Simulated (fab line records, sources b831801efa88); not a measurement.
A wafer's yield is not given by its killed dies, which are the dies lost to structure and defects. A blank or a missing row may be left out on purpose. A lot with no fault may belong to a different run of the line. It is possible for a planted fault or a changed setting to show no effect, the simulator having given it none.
What tool caused it? | flow gf180mcu | 14 lots, 42 wafers sampled, at 5 steps of a route of 602

WHAT THE GAUGES READ, wafer by wafer
GF_VT_IMPLANT_RS_MEAS_46: uses a four-point probe to measure. Usual: MVSD_RS 456.6 ohm/sq, standard deviation 1.3.
lot  | measured     | on            | MVSD_RS (ohm/sq)  | flag
L358 | day 7 17:56  | film metro-04 | 457.0 455.1 457.6 |
L361 | day 8 15:30  | film metro-02 | 457.1 457.8 457.6 |
L364 | day 9 13:07  | film metro-03 | 457.5 456.3 458.1 |
L365 | day 9 18:40  | film metro-03 | 455.1 456.3 455.6 |
L366 | day 9 21:38  | film metro-04 | 454.2 454.4 453.2 |
L367 | day 10 05:07 | film metro-03 | 455.1 455.6 457.3 |
L368 | day 10 06:53 | film metro-04 | 454.3 455.0 454.8 |
L370 | day 10 21:13 | film metro-02 | 456.0 456.7 456.7 |
L372 | day 11 11:16 | film metro-03 | 455.5 455.8 456.5 |
L375 | day 12 08:24 | film metro-03 | 456.5 457.3 457.8 |
L377 | day 12 20:01 | film metro-03 | 458.0 456.3 457.0 |
L378 | day 13 02:49 | film metro-04 | 460.2 458.4 458.2 |
L379 | day 13 10:40 | film metro-04 | 456.9 456.9 455.9 |
L381 | day 13 22:07 | film metro-04 | 456.2 456.1 456.5 |

GF_HV_LDD_OVL_MEAS_32. Usual: HV_LDD_02_OVL 0.8 nm, standard deviation 1.4.
lot  | measured     | on         | HV_LDD_02_OVL (nm)                        | flag
L358 | day 11 17:50 | overlay-02 | -0.2 0.7 1.7                              |
L361 | day 12 15:58 | overlay-02 | 0.4 0.2 0.8                               |
L364 | day 13 20:48 | overlay-01 | -0.8 -1.9 -0.2                            |
L365 | day 14 05:38 | overlay-01 | -0.9 -2.9 0.8                             |
L366 | day 14 09:16 | overlay-01 | 1.3 1.3 -0.2                              |
L367 | day 14 15:27 | overlay-02 | 0.5 0.6 1.9                               |
L368 | day 14 16:31 | overlay-02 | 2.2 0.2 1.5                               |
L370 | day 15 09:51 | overlay-01 | 2.5 2.1 3.1                               |
L372 | day 16 03:24 | overlay-01 | -0.2 -0.2 0.2                             |
L375 | day 17 03:05 | overlay-01 | -0.2 1.0 1.7                              |
L377 | day 17 17:18 | overlay-02 | 1.0 3.2 3.2                               |
L378 | day 17 22:39 | overlay-02 | -119.7 -119.5 -119.6 -120.1 -119.9 -120.5 | OFF
L379 | day 18 09:39 | overlay-02 | -122.0 -122.4 -122.4 -122.4 -122.5 -122.6 | OFF
L381 | day 18 20:17 | overlay-02 | 0.8 1.4 0.2                               |

GF_NSD_OVL_MEAS_08. Usual: NSD_OVL -0.3 nm, standard deviation 1.6.
lot  | measured     | on         | NSD_OVL (nm)   | flag
L358 | day 13 12:47 | overlay-02 | 0.2 -1.4 0.1   |
L361 | day 14 11:56 | overlay-02 | -0.5 -0.5 -1.2 |
L364 | day 15 18:21 | overlay-02 | -1.6 -1.9 -2.1 |
L365 | day 16 04:39 | overlay-01 | 3.1 1.8 2.8    |
L366 | day 16 08:45 | overlay-01 | 3.3 2.1 4.1    |
L367 | day 16 14:33 | overlay-01 | 0.3 1.7 0.7    |
L368 | day 16 16:29 | overlay-02 | -1.6 0.0 -1.0  |
L370 | day 17 10:32 | overlay-01 | -0.1 -1.9 -1.5 |
L372 | day 18 04:42 | overlay-02 | -0.4 -1.8 -0.7 |
L375 | day 19 07:32 | overlay-01 | 1.5 2.2 -1.1   |
L377 | day 19 21:24 | overlay-02 | 0.5 -1.5 0.6   |
L381 | day 21 00:37 | overlay-01 | -1.0 -0.5 0.0  |

TOOL THAT RAN EACH LOT (tool first, then ch and the chambers of the sampled wafers, then the start)
lot  | GF_HV_LDD_EXPOSE_28                 | GF_HV_LDD_RTA_52
L358 | iline stepper-02 ch 0, day 11 08:29 | rtp anneal-01 ch 0, day 12 14:06
L361 | iline stepper-02 ch 0, day 12 06:21 | rtp anneal-02 ch 0, day 13 12:37
L364 | iline stepper-01 ch 0, day 13 11:13 | rtp anneal-02 ch 0, day 14 18:34
L365 | iline stepper-01 ch 0, day 13 18:44 | rtp anneal-02 ch 0, day 15 03:42
L366 | iline stepper-02 ch 0, day 13 22:44 | rtp anneal-02 ch 0, day 15 07:06
L367 | iline stepper-02 ch 0, day 14 05:13 | rtp anneal-01 ch 0, day 15 13:50
L368 | iline stepper-02 ch 0, day 14 06:25 | rtp anneal-02 ch 0, day 15 15:39
L370 | iline stepper-02 ch 0, day 14 23:11 | rtp anneal-01 ch 0, day 16 08:46
L372 | iline stepper-01 ch 0, day 15 16:25 | rtp anneal-01 ch 0, day 17 02:49
L375 | iline stepper-01 ch 0, day 16 15:55 | rtp anneal-02 ch 0, day 18 03:33
L377 | iline stepper-02 ch 0, day 17 06:02 | rtp anneal-02 ch 0, day 18 18:23
L378 | iline stepper-01 ch 0, day 17 11:22 | -
L379 | iline stepper-01 ch 0, day 17 21:55 | -
L381 | iline stepper-02 ch 0, day 18 08:32 | rtp anneal-01 ch 0, day 19 22:08
- GF_HV_LDD_EXPOSE_28: exposes mask Nplus HV AREA, target cd 400 nm.
- GF_HV_LDD_RTA_52: time 10 s.

WHAT THE TOOLS THEMSELVES READ (means of the sampled wafers that have a number; where no wafer has one, the mark that the record gives instead)
GF_HV_LDD_RTA_52. Usual: lamp power pct 36 %, standard deviation 4.2; wafer_temp_C_max 1006.2, standard deviation 1.9.
lot  | tool          | lamp power pct (%) | wafer_temp_C_max | flag
L358 | rtp anneal-01 | 29                 | 1004.4           |
L361 | rtp anneal-02 | 38                 | 1006.5           |
L364 | rtp anneal-02 | 38                 | 1007.2           |
L365 | rtp anneal-02 | 38                 | 1006.2           |
L366 | rtp anneal-02 | 38                 | 1006.2           |
L367 | rtp anneal-01 | 29                 | 1004.8           |
L368 | rtp anneal-02 | 38                 | 1007.5           |
L370 | rtp anneal-01 | 29                 | 1004.8           |
L372 | rtp anneal-01 | 29                 | 1002.7           |
L375 | rtp anneal-02 | 38                 | 1006.5           |
L377 | rtp anneal-02 | 38                 | 1006.6           |
L381 | rtp anneal-01 | 29                 | 1003.9           |

THE ANSWER, worked out from the rows above alone
Rule: a lot is off if the mean of its wafers that have a number lies more than 3 standard deviations from the usual mean. Also off: a lot with no number at a reading for which 4 or more lots have one. The other lots that the step has rows for count as sound. Order of review: gauges by route order, followed by the tools' own readings, for which a lot's mean as printed above is used. At the first step where some lot is off, the reading lying furthest off is the one used; lots without a number count as furthest.
Off: L378, L379, at GF_HV_LDD_OVL_MEAS_32 (HV_LDD_02_OVL).
A tool fits if, at a process step before that reading, it ran every lot that is off, and no sound lot after the first of them. The gauges at GF_HV_LDD_OVL_MEAS_32 are tried like those tools. One fits: iline stepper-01 at GF_HV_LDD_EXPOSE_28. A fault onset in the window from L375 (day 16 15:55, its last sound lot) to L378 (day 17 11:22, its first lot off) fits.

WHAT WAS PUT IN BY THE SIMULATOR
Scanner matching overlay: iline stepper-01, from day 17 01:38 on, at GF_HV_LDD_EXPOSE_28. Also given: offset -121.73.
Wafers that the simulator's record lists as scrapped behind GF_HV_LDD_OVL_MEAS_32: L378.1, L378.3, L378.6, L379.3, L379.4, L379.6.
Struck lots among those shown: L378, L379. Same finding as the rule above.
